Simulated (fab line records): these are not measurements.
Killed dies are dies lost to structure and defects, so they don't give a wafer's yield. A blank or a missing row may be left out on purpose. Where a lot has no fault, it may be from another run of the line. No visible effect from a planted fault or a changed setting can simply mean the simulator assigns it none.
One fault seen from 2 desks :: flow gf180mcu :: numbers are kept per desk, each desk with only its own; the story behind them comes last

== DESK OF THE TOOL OWNER: pecvd-02 ==
The tool's own readings at GF_CONTACT_CVD_02 (deposits SiO2 from TEOS, target thk 860 nm, time 95.992 s): means of the sampled wafers that have a number, for each lot that ran on this tool. Any lot whose mean is over 4 standard deviations away from the usual mean is out of limits and marked OUT; that distance is given in the brackets.
Columns: A = heater-power-w at GF_CONTACT_CVD_02, usual 629 W
lot: L577
first seen here: day 14 23:10
A: 642

lot: L580
first seen here: day 16 05:20
A: 687

lot: L583
first seen here: day 17 10:13
A: 626

lot: L586
first seen here: day 18 09:00
A: 571

lot: L587
first seen here: day 18 20:56
A: 616

lot: L588
first seen here: day 19 03:48
A: 650

lot: L589
first seen here: day 19 13:47
A: 638

lot: L597
first seen here: day 22 10:29
A: 610

lot: L598
first seen here: day 22 16:02
A: 705

lot: L599
first seen here: day 22 20:05
A: 650
This desk's finding: nothing out of limits on any of the 10 lots.

== AT THE METROLOGY DESK ==
Lot by lot, what the gauges showed, no matter which tool ran the lot: averages of those sampled wafers that carry a number. Any lot whose mean is over 4 standard deviations away from the usual mean is out of limits and marked OUT; that distance is given in the brackets.
Columns: A = CONTACT_CVD_02_THK at GF_CONTACT_THK_MEAS_03, usual 863 nm; B = V2_BOW at GF_V2_BOW_MEAS_05, usual 100 um
lot: L577
first seen here: day 14 23:15
A: 862
B: 101

lot: L578
first seen here: day 15 13:34
A: 857
B: 98

lot: L579
first seen here: day 15 21:19
A: 861
B: 102

lot: L580
first seen here: day 16 05:24
A: 849
B: 108

lot: L583
first seen here: day 17 10:17
A: 856
B: 95

lot: L586
first seen here: day 18 09:04
A: 863
B: 92

lot: L587
first seen here: day 18 21:01
A: 859
B: 111

lot: L588
first seen here: day 19 03:52
A: 714 (-14) OUT
B: 116

lot: L589
first seen here: day 19 13:52
A: 779 (-7.7) OUT
B: 96

lot: L597
first seen here: day 22 10:34
A: 867
B: 83

lot: L598
first seen here: day 22 16:06
A: 868
B: 104

lot: L599
first seen here: day 22 20:11
A: 871
B: 105

lot: L600
first seen here: day 23 09:34
A: 864
B: 103
This desk's finding: out of limits on L588, L589; first on L588, day 19 03:52 (CONTACT_CVD_02_THK at GF_CONTACT_THK_MEAS_03). L577, L578, L579, L580, L583, L586, L587, L597, L598, L599, L600: within limits.

== TAKEN TOGETHER ==
On L588, L589, the metrology desk was in a position to raise an alarm at day 19 03:52.
Nothing out of limits was seen by the tool owner's desk.
The tool owner's desk has L588, L589 on record, within its limits.
On pecvd-02, each named lot ran GF_CONTACT_CVD_02.

== WHAT THE SIMULATOR HAD INSERTED ==
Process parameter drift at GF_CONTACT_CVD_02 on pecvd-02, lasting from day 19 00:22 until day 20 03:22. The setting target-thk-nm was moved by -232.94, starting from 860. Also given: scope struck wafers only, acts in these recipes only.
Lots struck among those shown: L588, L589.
Hours from the fault's start to each desk's first reading out of limits: the metrology desk, 4.
